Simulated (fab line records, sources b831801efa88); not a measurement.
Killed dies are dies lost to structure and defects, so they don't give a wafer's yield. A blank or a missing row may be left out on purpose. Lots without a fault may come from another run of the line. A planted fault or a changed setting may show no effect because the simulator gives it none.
One fault seen from 2 desks | flow gf180mcu | each desk has only its own numbers; what lay behind them comes last

THE METROLOGY DESK
What the gauges read, lot by lot, whatever tool the lot ran on: means of the sampled wafers that have a number. A lot is out of limits, marked OUT, if its mean lies more than 4 standard deviations from the usual mean; the brackets give that distance.
Columns: A = HV_LDD_02_OVL at GF_HV_LDD_OVL_MEAS_32, usual -1.4 nm
lot  | first seen here | A
L631 | day 11 06:37    | -0.9
L633 | day 12 05:16    | -3.5
L634 | day 12 09:04    | -1.7
L635 | day 12 20:55    | -1.6
L636 | day 13 01:39    | -1.8
L638 | day 14 00:31    | -1.5
L639 | day 14 02:03    | -1.0
L641 | day 14 20:45    | -0.7
L643 | day 15 07:43    | -2.3
L648 | day 17 03:43    | -2.8
L650 | day 17 20:40    | -3.6
L651 | day 17 21:15    | -2.5
L653 | day 18 17:31    | -3.2
This desk's finding: nothing out of limits on any of the 13 lots.

THE TOOL OWNER'S DESK: lpcvd-01
The tool's own readings at GF_HV_LDD_CVD_54 (deposits SiO2 from TEOS, target thk 10 nm, time 75 s): means of the sampled wafers that have a number, for each lot that ran on this tool. A lot is out of limits, marked OUT, if its mean lies more than 4 standard deviations from the usual mean; the brackets give that distance.
Columns: A = spike_tc_centre_C at GF_HV_LDD_CVD_54, usual 680.6 C; B = spike_tc_lower_C at GF_HV_LDD_CVD_54, usual 681.2 C; C = spike_tc_upper_C at GF_HV_LDD_CVD_54, usual 680.2 C; D = zone_power_centre_pct at GF_HV_LDD_CVD_54, usual 11.1 %; E = zone_power_upper_pct at GF_HV_LDD_CVD_54, usual 10.2 %
lot  | first seen here | A                | B     | C               | D    | E
L631 | day 12 03:19    | 681.4            | 679.8 | 681.9           | 11.8 | 9.0
L633 | day 13 02:13    | 679.6            | 682.4 | 679.5           | 9.4  | 10.8
L635 | day 13 18:38    | 680.0            | 680.7 | 678.4           | 9.3  | 10.8
L636 | day 13 23:08    | 679.4            | 680.0 | 679.1           | 9.3  | 10.7
L641 | day 15 18:59    | 681.9            | 679.5 | 682.2           | 12.0 | 9.0
L650 | day 18 20:56    | 675.3 (-4.4) OUT | 681.3 | 706.5 (+16) OUT | 7.1  | 16.9 (+8.9) OUT
L651 | day 18 22:12    | 678.1            | 680.6 | 708.4 (+18) OUT | 8.9  | 14.2 (+5.3) OUT
This desk's finding: out of limits on L650, L651; first on L650, day 18 20:56 (spike_tc_centre_C at GF_HV_LDD_CVD_54). In limits: L631, L633, L635, L636, L641.

PUT TOGETHER
The tool owner's desk could have raised an alarm at day 18 20:56, on L650, L651.
The metrology desk saw nothing out of limits.
The metrology desk has L650, L651 on record, within its limits.
Of the lots named, all ran GF_HV_LDD_CVD_54 on lpcvd-01.

WHAT THE SIMULATOR HAD PUT IN
Process parameter drift: lpcvd-01, from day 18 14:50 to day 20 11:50, at GF_HV_LDD_CVD_54. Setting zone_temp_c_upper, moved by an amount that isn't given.
Lots struck among those shown: L650, L651.
Hours from the fault's start to each desk's first reading out of limits: the tool owner's desk, 6.
